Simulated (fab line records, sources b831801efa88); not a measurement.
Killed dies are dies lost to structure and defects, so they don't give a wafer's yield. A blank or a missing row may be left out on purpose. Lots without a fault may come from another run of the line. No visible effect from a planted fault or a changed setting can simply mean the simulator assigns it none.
A lot that was struck, set against a sound lot ; flow sky130 ; 15 out of 708 route steps
Sound: these wafers, L264.1, L264.5, L264.6. The struck wafers were L274.4, L274.5, L274.6. The cause comes at the end.
Order at every step that has rows: each side's tool, ch and its chambers, its first start. Under that, the readings that differ: sound wafers ; struck wafers ; difference of the means ; sigmas: that difference in standard deviations of wafers without a fault.
alike: readings with means less than 2 such deviations apart, plus words and numbers identical on both sides. not compared: withheld readings, readings lacking a value on some wafer, bounds such as >300 that could conceal the same value, and numbers that have no deviation in the record and whose values overlap.
The two part at a step that has a row with sigmas, a row that says differs or no value, or rows on one side only. Numbers that have no deviation but don't overlap get no sigmas and don't part them. A reading missing from all wafers of one side parts the sides only when that side holds two or more wafers.

SKY_POLY_GATE_CD_MEAS_22:
  sound on cd-sem-01 at day 16 21:50; struck on cd-sem-01 at day 20 18:24
  alike: cd-nm
then, 7 steps without rows for these wafers: SKY_LDD_N_DEHYDRATE_00 (time 60 s); SKY_LDD_N_HMDS_01 (prime time 60 s); SKY_LDD_N_COAT_02 (resist thk 300 nm); SKY_LDD_N_SOFTBAKE_03 (time 60 s); SKY_LDD_N_EXPOSE_04 (exposes mask NTM, target cd 840 nm); SKY_LDD_N_PEB_05; SKY_LDD_N_DEVELOP_06 (develop time 60 s).
SKY_LDD_N_OVL_MEAS_07:
  sound on overlay-02 at day 18 00:52; struck on overlay-02 at day 22 01:44
  alike: LDD_N_OVL
then, 3 steps without rows for these wafers: SKY_LDD_N_IMPLANT_08; SKY_LDD_N_IMPLANT_09; SKY_LDD_N_IMPLANT_10.
SKY_LDD_N_IMPLANT_11:
  sound on implanter-03 ch 0, day 18 01:21; struck on implanter-03 ch 0, day 22 02:17
reading;sound;struck;difference;sigmas
rotation-deg (degrees);293.01 292.94 293.03;350.29 350.25 350.18;+57.25;+99 or more
  alike: beam-energy-keV, beam-on-s
next, for these wafers, 1 step has no rows: SKY_LDD_N_IMPLANT_12.
-- here the record skips 27 days between the struck wafers' starts before and after, leaving off in module LDD_N and picking up in module PAD_OPEN (first step shown: number 708 of the route) --
SKY_PAD_OPEN_PROBE_99:
  sound on prober-02 at day 46 05:23; struck on prober-02 at day 48 18:07
reading;sound;struck;difference;sigmas
killed-at-front-end;7 15 8;22 21 19;+11;+2
  alike: killed_at_M0_to_M3, killed_at_M4_up, killed-at-contacts, killed-at-other, killed-dies, killed-open, killed-short

## WHERE THEY PART
First at SKY_LDD_N_IMPLANT_11; last, within this record, at SKY_PAD_OPEN_PROBE_99.

WHY: whatever the simulator had introduced
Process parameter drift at SKY_LDD_N_IMPLANT_11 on implanter-03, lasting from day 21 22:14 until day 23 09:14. Setting rotation-deg, moved by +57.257, from 293. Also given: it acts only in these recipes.
